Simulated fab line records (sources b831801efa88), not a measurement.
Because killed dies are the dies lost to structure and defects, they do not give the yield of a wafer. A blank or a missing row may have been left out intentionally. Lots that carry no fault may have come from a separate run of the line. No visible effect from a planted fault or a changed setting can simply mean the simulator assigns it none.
Struck lot and sound lot, side by side ; flow sky130 ; 36 out of 708 route steps
Sound: wafers L968.1, L968.2, L968.4. Struck: wafers L972.1, L972.2, L972.6. The cause is given at the end.
At each step with rows: each side's tool, then ch and its chambers, then its first start. Under that, the readings that differ: sound wafers ; struck wafers ; difference of the means ; sigmas: that difference in standard deviations of wafers without a fault.
alike: readings whose means differ by less than 2 such deviations, and words and numbers that are the same on both sides. not compared: withheld readings, readings that some wafer has no value for, bounds like >300 that may hide the same value, and numbers for which the record gives no deviation and whose values overlap.
Wherever a step has rows on one side only, a row that says differs or no value, or a row with sigmas, the two part there. When numbers do not overlap yet have no deviation, they are printed without sigmas and do not part them. A reading missing from all wafers of one side parts the sides only when that side holds two or more wafers.

first, 7 steps without rows for these wafers: SKY_FIELD_ISO_OXIDATION_01 (stabilise 600 s, purge 300 s, target thk 12 nm); SKY_FIELD_ISO_CVD_03 (deposits Si3N4 from DCS/NH3, target thk 165 nm, time 2830 s); SKY_FIELD_ISO_DEHYDRATE_05 (time 60 s); SKY_FIELD_ISO_HMDS_06 (prime time 60 s); SKY_FIELD_ISO_COAT_07 (resist thk 60 nm); SKY_FIELD_ISO_COAT_08 (resist thk 450 nm); SKY_FIELD_ISO_SOFTBAKE_09 (time 90 s).
SKY_FIELD_ISO_EXPOSE_10: exposes mask FOM, target cd 150 nm.
  sound on krf_scanner-01 ch 0, day 4 07:37; struck on krf_scanner-01 ch 0, day 5 04:27
reading;sound;struck;difference;sigmas
exposure_dose_mJ_cm2;28.45 28.41 28.44;29.91 29.90 29.84;+1.45;+7
  alike: mask, focus_offset_nm
then, 2 steps without rows for these wafers: SKY_FIELD_ISO_PEB_11; SKY_FIELD_ISO_DEVELOP_12 (develop time 60 s).
SKY_FIELD_ISO_CD_MEAS_13: the cd target is 150 nm.
  struck on cd_sem-02, day 5 12:43; sound on cd_sem-02, day 4 15:58
reading;sound;struck;difference;sigmas
cd_nm (nm);150.9 152.1 151.3;140.9 138.6 139.6;-11.7;-8
SKY_FIELD_ISO_ETCH_14: etches BARC in N2/H2, stops on SiO2, time 45.9 s, target depth 60 nm.
  sound on rie_diel-02 ch 0,1,2, day 4 16:05; struck on rie_diel-01 ch 1,2, day 5 12:50
reading;sound;struck;difference;sigmas
model.FIELD_ISO.cd_nm (nm);150.4 151.6 151.6;141.5 138.8 140.5;-10.9;
  alike: drypump_motor_current_A, oes_product_au, throttle_valve_pct
  not compared: rf_hours_counter_h
then, 2 steps without rows for these wafers: SKY_FIELD_ISO_ETCH_15 (etches the open film in CHF3/O2, stops on Si, target depth 180 nm, time 72 s); SKY_FIELD_ISO_STRIP_16 (strips in O2/N2).
SKY_FIELD_ISO_ETCH_17: etches Si in HBr/Cl2/O2, target depth 342 nm, time 97.7 s.
  sound on rie_si-01 ch 0,2,3, day 4 16:17; struck on rie_si-02 ch 0,2,3, day 5 13:02
reading;sound;struck;difference;sigmas
model.FIELD_ISO.cd_nm (nm);150.1 152.6 152.8;140.1 139 139;-12.5;
  alike: HBr_flow_sccm, drypump_motor_current_A, oes_product_au, throttle_valve_pct
  not compared: rf_hours_counter_h
then, 19 steps without rows for these wafers: SKY_FIELD_ISO_WET_ETCH_18 (etches Si3N4 in H3PO4, target depth 25 nm, time 286 s); SKY_FIELD_ISO_CLEAN_19 (cleans in SC1/SC2, time 150 s); SKY_FIELD_ISO_CLEAN_20 (cleans in dHF, time 20 s); SKY_FIELD_ISO_WET_ETCH_21 (etches SiO2 in dHF, target depth 20 nm, time 400 s); SKY_FIELD_ISO_OXIDATION_22 (stabilise 600 s, purge 300 s, target thk 10 nm); SKY_FIELD_ISO_CVD_24 (deposits SiO2, target thk 595 nm, time 99.2 s); SKY_FIELD_ISO_ANNEAL_26 (time 1800 s); SKY_FIELD_ISO_CMP_27 (polishes, stops on Si3N4, t overpolish 16 s, target thk 457.8 nm); SKY_FIELD_ISO_WET_ETCH_28 (etches SiO2 in dHF, target depth 23.7 nm, time 47 s); SKY_FIELD_ISO_WET_ETCH_29 (etches Si3N4 in H3PO4, target depth 160 nm, time 1825 s); SKY_FIELD_ISO_WET_ETCH_30 (etches SiO2 in dHF, target depth 25 nm, time 50 s); SKY_NWELL_CLEAN_00 (cleans in SC1/SC2, time 150 s); SKY_NWELL_OXIDATION_01 (stabilise 600 s, purge 300 s, target thk 10 nm); SKY_DNWELL_DEHYDRATE_00 (time 60 s); SKY_DNWELL_HMDS_01 (prime time 60 s); SKY_DNWELL_COAT_02 (resist thk 3000 nm); SKY_DNWELL_SOFTBAKE_03; SKY_DNWELL_EXPOSE_04 (exposes mask DNM, target cd 3000 nm); SKY_DNWELL_PEB_05.
-- the record jumps here: 25 days lie between the struck wafers' starts before and after (it left off in module DNWELL and takes up again in module SD_P, whose first step shown is number 326 of the route) --
SKY_SD_P_DEVELOP_06: develop time 60.8 s.
  sound on litho_track-02 ch 0, day 29 13:43; struck on litho_track-01 ch 0, day 30 15:55
  not compared: model.SD_P.cd_nm
-- record jumps: 19 days separate the struck wafers' starts on either side; left off in module SD_P, taken up again in module PAD_OPEN, whose first shown step is the route's number 708 --
SKY_PAD_OPEN_PROBE_99:
  struck on prober-01, day 49 09:14; sound on prober-01, day 48 17:42
reading;sound;struck;difference;sigmas
model.etest.pfet_g5v0d10v5.r_on_ohm_um;4806 4804 4702;4824 4962 4883;+119;
model.etest.res_pdiff.line_ohm_um;1361 1349 1342;1481 1506 1512;+149;
model.etest.res_ndiff.line_ohm_um;781.3 773.5 756.8;819.2 832.7 818.8;+53.0;
model.etest.sram_nfet_pass.drive_ua_um;472.6 487.1 486.1;456.6 450.7 444.3;-31.4;
model.etest.res_ndiff.width_nm (nm);157.8 159.7 159.8;147.9 146.1 146.6;-12.2;
model.etest.res_pdiff.width_nm (nm);144.4 147.5 146.3;134.3 132.8 133.8;-12.4;
model.etest.sram_pfet_latch.drive_ua_um;141.3 143.1 152.8;125.7 128 122.1;-20.5;
  alike: killed_at_M0_to_M3, killed_at_M4_up, killed_at_contacts, killed_at_front_end, killed_at_other, killed_dies, killed_on_rim, killed_open, killed_short

== WHERE THEY PART ==
At SKY_FIELD_ISO_EXPOSE_10 first; at SKY_FIELD_ISO_CD_MEAS_13 last (within this record only). Later steps at which nothing parts them and some readings are alike: SKY_FIELD_ISO_ETCH_14, SKY_FIELD_ISO_ETCH_17, SKY_PAD_OPEN_PROBE_99.

WHY: the cause the simulator had injected
Drift in process parameters on krf_scanner-01 at SKY_FIELD_ISO_EXPOSE_10, starting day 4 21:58. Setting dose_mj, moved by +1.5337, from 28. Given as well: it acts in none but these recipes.
